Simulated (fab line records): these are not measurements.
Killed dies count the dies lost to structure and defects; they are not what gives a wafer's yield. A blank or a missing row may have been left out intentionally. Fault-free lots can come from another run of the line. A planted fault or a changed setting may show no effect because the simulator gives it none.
Which tool did it?	flow sky130	11 lots, 33 wafers sampled, at 3 steps of a route of 708

== WHAT EACH GAUGE READ, for each wafer ==
SKY_VIA3_RS_MEAS_22: uses a four-point probe to measure. Usual: VIA3_W_RS 0.292 ohm/sq, standard deviation 0.0041.
lot	measured	on	VIA3_W_RS (ohm/sq)	flag
L257	day 40 08:06	filmMetro-04	0.288 0.296 0.296	
L258	day 40 11:01	filmMetro-02	0.285 0.293 0.285	
L261	day 41 06:59	filmMetro-03	0.293 0.294 0.288	
L262	day 41 16:07	filmMetro-03	0.296 0.289 0.288	
L263	day 41 21:55	filmMetro-04	0.293 0.294 0.297	
L265	day 42 15:35	filmMetro-04	0.288 0.286 0.292	
L266	day 42 19:39	filmMetro-04	0.293 0.289 0.293	
L268	day 43 08:20	filmMetro-02	0.296 0.288 0.298	
L274	day 44 23:04	filmMetro-03	0.308 0.308 0.309	OFF
L275	day 45 04:19	filmMetro-02	0.312 0.311 0.317	OFF
L278	day 45 21:03	filmMetro-03	0.300 0.291 0.298	

SKY_VIA3_THK_MEAS_23: measures by xrf. Usual: VIA3_W_THK 396 nm, standard deviation 6.7.
lot	measured	on	VIA3_W_THK (nm)	flag
L257	day 40 08:12	filmMetro-04	406 394 396	
L258	day 40 11:08	filmMetro-02	405 391 404	
L261	day 41 07:06	filmMetro-03	385 384 394	
L262	day 41 16:14	filmMetro-03	385 391 393	
L263	day 41 22:02	filmMetro-04	397 395 395	
L265	day 42 15:42	filmMetro-04	400 406 394	
L266	day 42 19:46	filmMetro-04	395 402 395	
L268	day 43 08:28	filmMetro-02	387 398 384	
L274	day 44 23:11	filmMetro-03	370 372 368	OFF
L275	day 45 04:26	filmMetro-02	375 376 367	OFF
L278	day 45 21:09	filmMetro-03	382 392 385	

== EACH LOT AND THE TOOL THAT RAN IT (in order: tool; ch and the chambers of the sampled wafers; start) ==
lot	SKY_VIA3_CVD_21
L257	cvdW-02 ch 0,1, day 40 07:59
L258	cvdW-02 ch 0,1, day 40 10:54
L261	cvdW-02 ch 0,1, day 41 06:51
L262	cvdW-02 ch 0,1, day 41 15:59
L263	cvdW-01 ch 0,1, day 41 21:47
L265	cvdW-01 ch 0,1, day 42 15:27
L266	cvdW-01 ch 0,1, day 42 19:32
L268	cvdW-02 ch 0,1, day 43 08:13
L274	cvdW-01 ch 0, day 44 22:56
L275	cvdW-01 ch 0,1, day 45 04:11
L278	cvdW-02 ch 0,1, day 45 20:55
- SKY_VIA3_CVD_21: deposits W, target thk 390 nm, time 117.31 s.

== WHAT THE TOOLS THEMSELVES READ (means of the sampled wafers that have a number; where no wafer has one, the mark that the record gives instead) ==
SKY_VIA3_CVD_21. Usual: chamberPressureTorr 40.00 Torr, standard deviation 0.097; heaterPowerW 789 W, standard deviation 73; susceptorTempC 400.00 C, standard deviation 0.23.
lot	tool	chamberPressureTorr (Torr)	heaterPowerW (W)	susceptorTempC (C)	flag
L257	cvdW-02	39.94	735	400.11	
L258	cvdW-02	39.96	722	399.90	
L261	cvdW-02	39.94	732	400.13	
L262	cvdW-02	39.98	717	400.03	
L263	cvdW-01	39.96	855	400.16	
L265	cvdW-01	40.08	868	400.12	
L266	cvdW-01	40.01	871	399.94	
L268	cvdW-02	39.90	745	400.05	
L274	cvdW-01	35.54	854	399.91	OFF
L275	cvdW-01	35.48	857	400.07	OFF
L278	cvdW-02	39.92	747	399.98	

== THE ANSWER, worked out from the rows above alone ==
Rule: lot off if the mean of its wafers having a number is beyond 3 standard deviations from the usual mean. A lot without any number at a reading at which 4 lots or more have one is off too. Where the step has rows for the other lots, those lots are counted as sound. After the gauges, taken in route order, come the tools' own readings; for these a lot's mean is taken, as printed above. The first step at which some lot is off is used, and at that step the reading that is off furthest; a lot without a number counts as furthest.
Off: L274, L275, at SKY_VIA3_RS_MEAS_22 (VIA3_W_RS).
If a tool, at a process step before that reading, ran all the lots that are off and no sound lot after the first of them, it fits. The gauges at SKY_VIA3_RS_MEAS_22 aren't tried: what is off there is off at SKY_VIA3_CVD_21 too, on other tools, and a gauge's error can't cause that. One fits: SKY_VIA3_CVD_21 on cvdW-01. A fault onset in the window from L266 (day 42 19:32, its last sound lot) to L274 (day 44 22:56, its first lot off) fits.
On the lots that are off, the tool's own readings at SKY_VIA3_CVD_21 differ by more than 5 times the standard deviation of the sound lots' means, which bears it out; chamberPressureTorr reads 35.51 Torr there versus 39.97 Torr on the sound lots.

== WHAT HAD BEEN PUT IN BY THE SIMULATOR ==
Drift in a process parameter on cvdW-01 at SKY_VIA3_CVD_21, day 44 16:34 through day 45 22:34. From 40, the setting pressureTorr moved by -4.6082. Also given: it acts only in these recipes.
Shown lots that were struck: L274, L275. The rule given above showed the same thing.
